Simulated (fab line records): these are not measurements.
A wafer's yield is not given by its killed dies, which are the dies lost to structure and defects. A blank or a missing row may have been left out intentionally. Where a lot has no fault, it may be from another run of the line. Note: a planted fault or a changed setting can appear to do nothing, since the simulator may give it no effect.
fab line records + flow sfqLine
record
- lots=6
- wafers=18
- lastDay=84
route steps=325 shown M5@198 A5B@209
lots with no fault: from the same line, run without faults
startH: the number of hours between the record's first day and the start of the first shown wafer of the lot + waitH: hours since the lot's step before + " repeats the value in the row above + L1.1+2: several wafers, shown together as one row + - either no value or no given start + * or withheld: withheld + < > ~ a bound
route shown NAME@n: NAME is a module with steps in the file, n the number in the route of the first one + usual: mean and standard deviation over wafers with no fault + same: alike in all rows + chamber/n: place in a boat + sites: each site's reading + _std_site: the values' standard deviation + _edge_site: the outer-site mean with the inner-site mean subtracted + radiusMm: how far each site lies from the wafer's centre + mask NAME#n: copy n + behind: the tool/chamber that last shaped the wafer + hold: reason for holding the lot/hours on hold/outcome of the hold + device: transistor that didn't switch, given as n, p or np + end of line: tests run on the same wafers once the route is complete + a step with no rows: only its recipe + killed: not the wafer's yield, but the dies lost to structure and defects at the first sort + map: shows each die of a wafer: x if killed, . if not, _ if none is there
set.NAME: the run value of the setting; set.NAME@STEP: its run value at that earlier step + model.NAME: the simulator's own value behind a step, which no gauge read
lots at selected steps of the route; one table per step, one row per wafer
services: a tool's chamber out of use, with start hour (startH, from the record's first day; less than 0 if before it), hours out, and reason
## steps
# step SFQ_TRILAYER_M5_LITHO_COAT_128
# recipe
- resist=BARC
- spinRpm=3000
- resistThkNm=62
# step SFQ_TRILAYER_M5_LITHO_COAT_123
# recipe
- resist=KrF
- spinRpm=3000
- resistThkNm=600
# step SFQ_TRILAYER_M5_LITHO_SOFTBAKE_127
# recipe
- tempC=withheld
- timeS=withheld
- resist=KrF
# step SFQ_TRILAYER_M5_LITHO_EXPOSE_124
# recipe
- maskId=M5
- na=0.6
- sourceShape=conventional
- sigmaOuter=0.65
- targetCdNm=700
- doseMj=14.4
# step SFQ_TRILAYER_M5_LITHO_PEB_126
# recipe
- pebTempC=114
- pebTimeS=60
- resist=KrF
# step SFQ_TRILAYER_M5_LITHO_DEVELOP_125
# recipe
- timeS=60
- resist=KrF
# step SFQ_M5_OVL_MEAS_932
# usual
- M5_OVL=2/4.7
| lot.wafer | tool       | chamber | startH  | waitH | M5_OVL[nm] |
|-----------|------------|---------|---------|-------|------------|
| L288.1    | overlay-01 | -       | 1160.02 | 0.1   | 1          |
| L288.5    | "          | -       | "       | "     | 4          |
| L288.6    | "          | -       | "       | "     | 8          |
| L289.1    | overlay-01 | -       | 1167.22 | 0.1   | 1          |
| L289.2    | "          | -       | "       | "     | 3          |
| L289.3    | "          | -       | "       | "     | 2          |
| L297.1    | overlay-02 | -       | 1265.05 | 0.1   | -4         |
| L297.5    | "          | -       | "       | "     | 0          |
| L297.6    | "          | -       | "       | "     | -4         |
| L300.1    | overlay-02 | -       | 1285.95 | 0.1   | 6          |
| L300.2    | "          | -       | "       | "     | -3         |
| L300.5    | "          | -       | "       | "     | 8          |
| L303.1    | overlay-01 | -       | 1364.03 | 0.1   | -1         |
| L303.2    | "          | -       | "       | "     | -3         |
| L303.5    | "          | -       | "       | "     | 1          |
| L306.1    | overlay-02 | -       | 1389.99 | 0.1   | -2         |
| L306.3    | "          | -       | "       | "     | 4          |
| L306.6    | "          | -       | "       | "     | 5          |
# step SFQ_TRILAYER_M5_BARC_OPEN_METAL_ETCH_161
# recipe
- maskMaterial=PR
- chemistry=O2
- targetDepthNm=125
- target=BARC
- icpW=600
- biasW=80
- pressureMtorr=10
- timeS=41.7
# usual
- drypumpMotorCurrentA=5.66/0.3
- oesProductAu=0.685/0.0044
| lot.wafer | tool        | chamber | startH  | waitH | drypumpMotorCurrentA | oesProductAu | rfHoursCounterH |
|-----------|-------------|---------|---------|-------|----------------------|--------------|-----------------|
| L288.1    | rieMetal-03 | 0       | 1160.06 | 0.0   | 5.52                 | 0.681        | 113             |
| L288.5    | "           | 1       | "       | "     | 5.31                 | 0.688        | -               |
| L288.6    | "           | 0       | "       | "     | 5.51                 | 0.682        | -               |
| L289.1    | rieMetal-03 | 1       | 1167.26 | 0.0   | 5.25                 | 0.693        | 51              |
| L289.2    | "           | 0       | "       | "     | 5.50                 | 0.686        | 114             |
| L289.3    | "           | 0       | "       | "     | 5.52                 | 0.687        | -               |
| L297.1    | rieMetal-03 | 1       | 1265.09 | 0.0   | 5.29                 | 0.681        | 61              |
| L297.5    | "           | 1       | "       | "     | 5.26                 | 0.690        | -               |
| L297.6    | "           | 0       | "       | "     | 5.51                 | 0.688        | -               |
| L300.1    | rieMetal-01 | 1       | 1285.99 | 0.0   | 5.46                 | 0.687        | 126             |
| L300.2    | "           | 0       | "       | "     | 5.90                 | 0.683        | 2               |
| L300.5    | "           | 1       | "       | "     | 5.45                 | 0.687        | -               |
| L303.1    | rieMetal-04 | 1       | 1364.06 | 0.0   | 5.65                 | 0.682        | 14              |
| L303.2    | "           | 0       | "       | "     | 6.12                 | 0.685        | 35              |
| L303.5    | "           | 0       | "       | "     | 6.12                 | 0.694        | -               |
| L306.1    | rieMetal-04 | 1       | 1390.03 | 0.0   | 5.64                 | 0.679        | 19              |
| L306.3    | "           | 1       | "       | "     | 5.64                 | 0.689        | -               |
| L306.6    | "           | 1       | "       | "     | 5.66                 | 0.691        | -               |
# step SFQ_TRILAYER_M5_ETCH_METAL_ETCH_126
# recipe
- target=Nb
- stopOn=SiO2
- maskMaterial=PR
- overEtchFrac=0.15
- timeS=203.2
- chemistry=Cl2/BCl3
- targetDepthNm=265
- icpW=600
- biasW=80
- pressureMtorr=10
# usual
- drypumpMotorCurrentA=5.66/0.3
- oesProductAu=0.729/0.0056
| lot.wafer | tool        | chamber | startH  | waitH | drypumpMotorCurrentA | oesProductAu | rfHoursCounterH |
|-----------|-------------|---------|---------|-------|----------------------|--------------|-----------------|
| L288.1    | rieMetal-03 | 0       | 1160.12 | 0.0   | 5.51                 | 0.731        | 113             |
| L288.5    | "           | 1       | "       | "     | 5.25                 | 0.725        | -               |
| L288.6    | "           | 0       | "       | "     | 5.50                 | 0.722        | -               |
| L289.1    | rieMetal-03 | 1       | 1167.32 | 0.0   | 5.33                 | 0.730        | 51              |
| L289.2    | "           | 0       | "       | "     | 5.53                 | 0.731        | 114             |
| L289.3    | "           | 0       | "       | "     | 5.50                 | 0.721        | -               |
| L297.1    | rieMetal-03 | 1       | 1265.14 | 0.0   | 5.32                 | 0.728        | 61              |
| L297.5    | "           | 1       | "       | "     | 5.32                 | 0.730        | -               |
| L297.6    | "           | 0       | "       | "     | 5.51                 | 0.738        | -               |
| L300.1    | rieMetal-01 | 1       | 1286.04 | 0.0   | 5.46                 | 0.725        | 126             |
| L300.2    | "           | 0       | "       | "     | 5.92                 | 0.727        | 2               |
| L300.5    | "           | 1       | "       | "     | 5.47                 | 0.732        | -               |
| L303.1    | rieMetal-04 | 1       | 1364.12 | 0.0   | 5.63                 | 0.728        | 14              |
| L303.2    | "           | 0       | "       | "     | 6.10                 | 0.737        | 35              |
| L303.5    | "           | 0       | "       | "     | 6.15                 | 0.725        | -               |
| L306.1    | rieMetal-04 | 1       | 1390.09 | 0.0   | 5.66                 | 0.719        | 19              |
| L306.3    | "           | 1       | "       | "     | 5.61                 | 0.738        | -               |
| L306.6    | "           | 1       | "       | "     | 5.64                 | 0.725        | -               |
# step SFQ_TRILAYER_M5_STRIP_STRIP_127
# recipe
- gas=O2
- powerW=200
- platenTempC=40
- overashFraction=0.65
- chemistry=O2
- pressureMtorr=50
# usual
- drypumpMotorCurrentA=5.66/0.3
- oesProductAu=1.004/0.0067
| lot.wafer | tool        | chamber | startH  | waitH | drypumpMotorCurrentA | oesProductAu | rfHoursCounterH |
|-----------|-------------|---------|---------|-------|----------------------|--------------|-----------------|
| L288.1    | rieMetal-03 | 0       | 1160.31 | 0.1   | 5.52                 | 0.997        | 113             |
| L288.5    | "           | 1       | "       | "     | 5.26                 | 1.003        | -               |
| L288.6    | "           | 0       | "       | "     | 5.51                 | 0.999        | -               |
| L289.1    | rieMetal-03 | 1       | 1167.51 | 0.1   | 5.29                 | 1.008        | 51              |
| L289.2    | "           | 0       | "       | "     | 5.51                 | 1.004        | 114             |
| L289.3    | "           | 0       | "       | "     | 5.52                 | 0.993        | -               |
| L297.1    | rieMetal-03 | 1       | 1265.34 | 0.1   | 5.29                 | 0.994        | 61              |
| L297.5    | "           | 1       | "       | "     | 5.31                 | 1.000        | -               |
| L297.6    | "           | 0       | "       | "     | 5.50                 | 1.001        | -               |
| L300.1    | rieMetal-01 | 1       | 1286.24 | 0.1   | 5.47                 | 0.996        | 126             |
| L300.2    | "           | 0       | "       | "     | 5.92                 | 1.003        | 2               |
| L300.5    | "           | 1       | "       | "     | 5.47                 | 0.991        | -               |
| L303.1    | rieMetal-04 | 1       | 1364.32 | 0.1   | 5.62                 | 1.001        | 14              |
| L303.2    | "           | 0       | "       | "     | 6.10                 | 1.014        | 36              |
| L303.5    | "           | 0       | "       | "     | 6.13                 | 1.006        | -               |
| L306.1    | rieMetal-04 | 1       | 1390.28 | 0.1   | 5.65                 | 1.018        | 19              |
| L306.3    | "           | 1       | "       | "     | 5.66                 | 1.007        | -               |
| L306.6    | "           | 1       | "       | "     | 5.62                 | 1.000        | -               |
# step SFQ_TRILAYER_M5_STRIP_SOLV_CLEAN_128
# recipe
- chemistry=NMP
- tempC=70
- timeS=600
# step SFQ_TRILAYER_A5B_DEP_PECVD_129
# recipe
- material=SiO2
- tempC=150
- timeS=133.33
- pressureTorr=2.4
- rfW=183.3
- precursor=SiH4/N2O
- targetThkNm=600
# usual
- heaterPowerW=94/25
- showerheadVppV=829/31
- throttleValvePct=24.5/1.3
| lot.wafer | tool     | chamber | startH  | waitH | heaterPowerW | showerheadVppV | throttleValvePct |
|-----------|----------|---------|---------|-------|--------------|----------------|------------------|
| L288.1    | pecvd-03 | 0       | 1161.09 | 0.0   | 136          | 828            | 23.0             |
| L288.5    | "        | 2       | "       | "     | 80           | 789            | 25.4             |
| L288.6    | "        | 1       | "       | "     | 62           | 851            | 24.1             |
| L289.1    | pecvd-02 | 0       | 1168.29 | 0.0   | 125          | 864            | 26.4             |
| L289.2    | "        | 1       | "       | "     | 118          | 868            | 27.9             |
| L289.3    | "        | 2       | "       | "     | 88           | 870            | 26.2             |
| L297.1    | pecvd-01 | 2       | 1266.11 | 0.0   | 89           | 821            | 23.5             |
| L297.5    | "        | 0       | "       | "     | 66           | 797            | 25.6             |
| L297.6    | "        | 2       | "       | "     | 89           | 803            | 23.4             |
| L300.1    | pecvd-03 | 0       | 1287.01 | 0.0   | 140          | 831            | 23.1             |
| L300.2    | "        | 1       | "       | "     | 71           | 866            | 24.1             |
| L300.5    | "        | 0       | "       | "     | 138          | 837            | 22.8             |
| L303.1    | pecvd-01 | 2       | 1365.09 | 0.0   | 86           | 797            | 23.5             |
| L303.2    | "        | 0       | "       | "     | 68           | 803            | 25.6             |
| L303.5    | "        | 1       | "       | "     | 85           | 797            | 23.7             |
| L306.1    | pecvd-03 | 0       | 1391.08 | 0.0   | 136          | 841            | 23.6             |
| L306.3    | "        | 1       | "       | "     | 67           | 859            | 24.6             |
| L306.6    | "        | 2       | "       | "     | 82           | 796            | 25.7             |
# step SFQ_TRILAYER_A5B_CMP_CMP_130
# recipe
- stopOn=Nb
- downForcePsi=3
- platenRpm=60
- targetThkNm=340.7
# usual
- headPressurePsi=3.001/0.006
- motorCurrentA=10.2/1.1
| lot.wafer | tool   | chamber | startH  | waitH | headPressurePsi | motorCurrentA |
|-----------|--------|---------|---------|-------|-----------------|---------------|
| L288.1    | cmp-01 | 3       | 1162.10 | 1.0   | 3.005           | 10.0          |
| L288.6    | "      | 2       | 1163.60 | 2.4   | 3.000           | 8.4           |
| L288.5    | "      | 3       | "       | "     | 2.998           | 9.5           |
| L289.1    | cmp-01 | 1       | 1169.42 | 1.1   | 2.998           | 9.2           |
| L289.3    | "      | 2       | "       | "     | 3.003           | 8.6           |
| L289.2    | "      | 3       | "       | "     | 3.002           | 10.2          |
| L297.1    | cmp-01 | 0       | 1267.20 | 1.0   | 2.471           | 10.5          |
| L297.6    | "      | 2       | 1268.20 | 2.0   | 2.472           | 7.7           |
| L297.5    | "      | 3       | "       | "     | 2.464           | 8.6           |
| L300.2    | cmp-01 | 3       | 1288.70 | 1.6   | 2.455           | 8.9           |
| L300.1    | "      | 2       | 1290.20 | 3.1   | 2.470           | 7.8           |
| L300.5    | "      | 3       | "       | "     | 2.460           | 8.6           |
| L303.2    | cmp-02 | 2       | 1368.40 | 3.3   | 2.995           | 11.7          |
| L303.1    | "      | 0       | 1369.40 | 4.3   | 3.000           | 10.6          |
| L303.5    | "      | 1       | "       | "     | 3.013           | 11.2          |
| L306.3    | cmp-02 | 0       | 1400.90 | 9.8   | 3.006           | 10.4          |
| L306.1    | "      | 3       | 1402.40 | 11.3  | 3.005           | 9.8           |
| L306.6    | "      | 0       | "       | "     | 3.004           | 10.9          |
# step SFQ_TRILAYER_A5B_METRO_MEASURE_131
# usual
- thkNm=342/4.8
| lot.wafer | tool         | chamber | startH  | waitH | thkNm |
|-----------|--------------|---------|---------|-------|-------|
| L288.1    | filmMetro-04 | -       | 1164.60 | 2.0   | 349   |
| L288.5    | "            | -       | "       | "     | 345   |
| L288.6    | "            | -       | "       | "     | 344   |
| L289.1    | filmMetro-01 | -       | 1172.42 | 2.5   | 343   |
| L289.2    | "            | -       | "       | "     | 337   |
| L289.3    | "            | -       | "       | "     | 345   |
| L297.1    | filmMetro-01 | -       | 1269.20 | 1.5   | 338   |
| L297.5    | "            | -       | "       | "     | 338   |
| L297.6    | "            | -       | "       | "     | 338   |
| L300.1    | filmMetro-04 | -       | 1291.70 | 1.0   | 340   |
| L300.2    | "            | -       | "       | "     | 347   |
| L300.5    | "            | -       | "       | "     | 345   |
| L303.1    | filmMetro-01 | -       | 1370.90 | 1.0   | 331   |
| L303.2    | "            | -       | "       | "     | 332   |
| L303.5    | "            | -       | "       | "     | 336   |
| L306.1    | filmMetro-02 | -       | 1403.90 | 1.0   | 341   |
| L306.3    | "            | -       | "       | "     | 344   |
| L306.6    | "            | -       | "       | "     | 347   |
## services
| tool         | chamber | startH  | hours | kind   |
|--------------|---------|---------|-------|--------|
| rieMetal-04  | 0       | 1137.44 | 3.5   | repair |
| cmp-01       | -       | 1156.54 | 0.3   | repair |
| filmMetro-01 | -       | 1163.83 | 2.1   | pm     |
| filmMetro-01 | -       | 1176.74 | 0.7   | pm     |
| cmp-02       | -       | 1189.10 | 0.5   | repair |
| pecvd-03     | 2       | 1191.28 | 4.9   | repair |
| cmp-01       | -       | 1195.59 | 1.4   | repair |
| cmp-02       | -       | 1206.67 | 5.7   | pm     |
| rieMetal-03  | -       | 1230.41 | 1.4   | pm     |
| pecvd-03     | -       | 1235.59 | 1.4   | repair |
| cmp-02       | -       | 1253.65 | 4.0   | pm     |
| rieMetal-01  | -       | 1265.25 | 2.8   | pm     |
| filmMetro-04 | -       | 1272.95 | 1.2   | pm     |
| rieMetal-01  | -       | 1281.27 | 1.4   | pm     |
| filmMetro-01 | -       | 1293.01 | 0.3   | pm     |
| filmMetro-04 | -       | 1294.74 | 0.7   | pm     |
| filmMetro-04 | -       | 1296.07 | 0.8   | pm     |
| cmp-02       | -       | 1307.89 | 10.9  | pm     |
| rieMetal-01  | 1       | 1327.60 | 11.9  | repair |
| filmMetro-01 | -       | 1328.65 | 0.5   | pm     |
| filmMetro-04 | -       | 1341.54 | 1.2   | pm     |
| cmp-02       | -       | 1345.10 | 6.8   | pm     |
| cmp-01       | -       | 1379.75 | 2.3   | repair |
| filmMetro-01 | -       | 1382.99 | 0.6   | pm     |
## key
firstSign
- step=SFQ_TRILAYER_A5B_CMP_CMP_130
- reading=headPressurePsi
- direction=down
- sigmas=89
- usual=3.001
- struck=2.465
effect
- step=SFQ_TRILAYER_A5B_CMP_CMP_130
- reading=motorCurrentA
- direction=down
- sigmas=1.4
- usual=10.2
- struck=8.7
metAt SFQ_TRILAYER_A5B_CMP_CMP_130
struckWafers L297.1,L297.5,L297.6,L300.1,L300.2,L300.5
onsetBetween 1169.42 1267.20
fault
- kind=processParameterDrift
- tool=cmp-01
- chamber=-
- onsetH=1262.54
- steps=SFQ_TRILAYER_A5B_CMP_CMP_130
- channel=downForcePsi
- offset=-0.5383
- shape=step
- endH=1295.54
- actsIn=theseRecipesOnly
- stated=3
